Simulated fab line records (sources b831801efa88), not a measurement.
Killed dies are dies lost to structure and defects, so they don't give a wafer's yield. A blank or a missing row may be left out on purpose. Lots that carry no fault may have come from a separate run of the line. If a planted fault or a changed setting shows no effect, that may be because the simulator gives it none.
Comparing a struck lot with a sound one || flow sky130 || 18 out of 708 route steps
Sound: wafers L879.1, L879.2, L879.4. The struck wafers were L882.2, L882.3, L882.4. The cause is given at the end.
Each step with rows lists, per side, the tool, then ch with its chambers, then its first start. Under that, the readings that differ: sound wafers || struck wafers || difference of the means || sigmas: that difference in standard deviations of wafers without a fault.
alike: a reading whose means differ by less than 2 such deviations, as well as words and numbers matching on both sides. not compared: withheld readings; readings where some wafer has no value; bounds like >300 that might hide an equal value; numbers whose values overlap and for which the record gives no deviation.
Wherever a step has rows on one side only, a row that says differs or no value, or a row with sigmas, the two part there. Non-overlapping numbers with no deviation appear without sigmas and do not part them. A reading missing from all wafers of one side parts the sides only when that side holds two or more wafers.

first, 9 steps without rows for these wafers: SKY_CAPM_CLEAN_17 (cleans in O3/DIW); SKY_METAL3_DEHYDRATE_05 (time 60 s); SKY_METAL3_HMDS_06 (prime time 60 s); SKY_METAL3_COAT_07 (resist thk 60 nm); SKY_METAL3_COAT_08 (resist thk 1140 nm); SKY_METAL3_SOFTBAKE_09 (time 90 s); SKY_METAL3_EXPOSE_10 (exposes mask MM3, target cd 300 nm); SKY_METAL3_PEB_11; SKY_METAL3_DEVELOP_12 (develop time 60 s).
SKY_METAL3_CD_MEAS_13: target cd 300 nm.
  sound on cd-sem-02, day 39 00:46; struck on cd-sem-02, day 39 22:50
  alike: cd-nm
SKY_METAL3_OVL_MEAS_14:
  sound on overlay-01, day 39 00:53; struck on overlay-01, day 39 22:56
  alike: METAL3_OVL
SKY_METAL3_DESCUM_15: chemistry O2, time 8 s.
  sound on rie-metal-02 ch 0,1, day 39 00:55; struck on rie-metal-03 ch 0,1, day 39 22:58
  alike: drypump-motor-current-A, oes-product-au
  not compared: rf-hours-counter-h
SKY_METAL3_ETCH_16: etches BARC in N2/H2, stops on SiO2, time 88.2 s, target depth 60 nm.
  sound on rie-metal-02 ch 0,1, day 39 00:57; struck on rie-metal-03 ch 0,1, day 39 23:00
  no value came back on the struck wafers for any of 5 readings (bias-w (W), chamber-pressure-mTorr (mTorr) and others); on the sound wafers bias-w (W) reads 99.8 100.4 99.6
{"reading": "model.KrF-thick_of_METAL3_COAT_08.thk-nm (nm)", "sound": "1072 1074 1075", "struck": "1122 1125 1127", "difference": "+51", "sigmas": ""}
  not compared: rf-hours-counter-h
SKY_METAL3_ETCH_17: etches SiO2 in C4F8/O2/Ar, stops on TiN, time 3.9 s, target depth 15 nm.
  sound on rie-diel-04 ch 0,1,3, day 39 01:03; struck on rie-diel-03 ch 0,1,2, day 39 23:06
{"reading": "oes-product-au (a.u.)", "sound": "0.751 0.765 0.754", "struck": "0.375 0.376 0.381", "difference": -0.379, "sigmas": -52}
  alike: bias-w, chamber-pressure-mTorr
  not compared: rf-hours-counter-h
SKY_METAL3_METAL_ETCH_18: etches the open film in Cl2/BCl3, stops on SiO2, target depth 845 nm, time 183.1 s.
  sound on rie-metal-01 ch 0,1, day 39 01:04; struck on rie-metal-01 ch 0,1, day 39 23:07
{"reading": "oes-product-au (a.u.)", "sound": "0.859 0.862 0.875", "struck": "0.380 0.371 0.382", "difference": -0.488, "sigmas": -71}
{"reading": "model.KrF-thick_of_METAL3_COAT_08.thk-nm (nm)", "sound": "529.4 518.3 533.2", "struck": "569.5 574.2 580.2", "difference": "+47.7", "sigmas": ""}
  alike: bcl3-flow-sccm, bias-w, drypump-motor-current-A, throttle-valve-pct
  not compared: rf-hours-counter-h
SKY_METAL3_STRIP_19: strips in O2/N2.
  sound on plasma-asher-02 ch 0,1, day 39 01:14; struck on plasma-asher-01 ch 0,1, day 39 23:18
{"reading": "oes-product-au (a.u.)", "sound": "0.507 0.498 0.500", "struck": "0.513 0.512 0.531", "difference": "+0.017", "sigmas": "+3"}
{"reading": "strip-time-to-endpoint-s (s)", "sound": "6.56 6.45 6.60", "struck": "6.96 7.00 7.08", "difference": "+0.48", "sigmas": "+4"}
  alike: drypump-motor-current-A
  not compared: rf-hours-counter-h
then, 1 step without rows for these wafers: SKY_METAL3_STRIP_20 (strips in post etch residue remover, time 1200 s).
-- the record jumps here: 7 days lie between the struck wafers' starts before and after (it left off in module METAL3 and takes up again in module PAD_OPEN, whose first step shown is number 708 of the route) --
SKY_PAD_OPEN_PROBE_99:
  the record has rows for the struck wafers here (prober-02, day 46 22:25) and none for the sound ones

== WHERE THEY PART ==
Last at SKY_PAD_OPEN_PROBE_99 as far as this record goes, first at SKY_METAL3_ETCH_16.

WHY: what had been put in by the simulator
Skipped step whole: rie-metal-03, from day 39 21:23 on, at SKY_METAL3_ETCH_16. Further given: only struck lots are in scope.
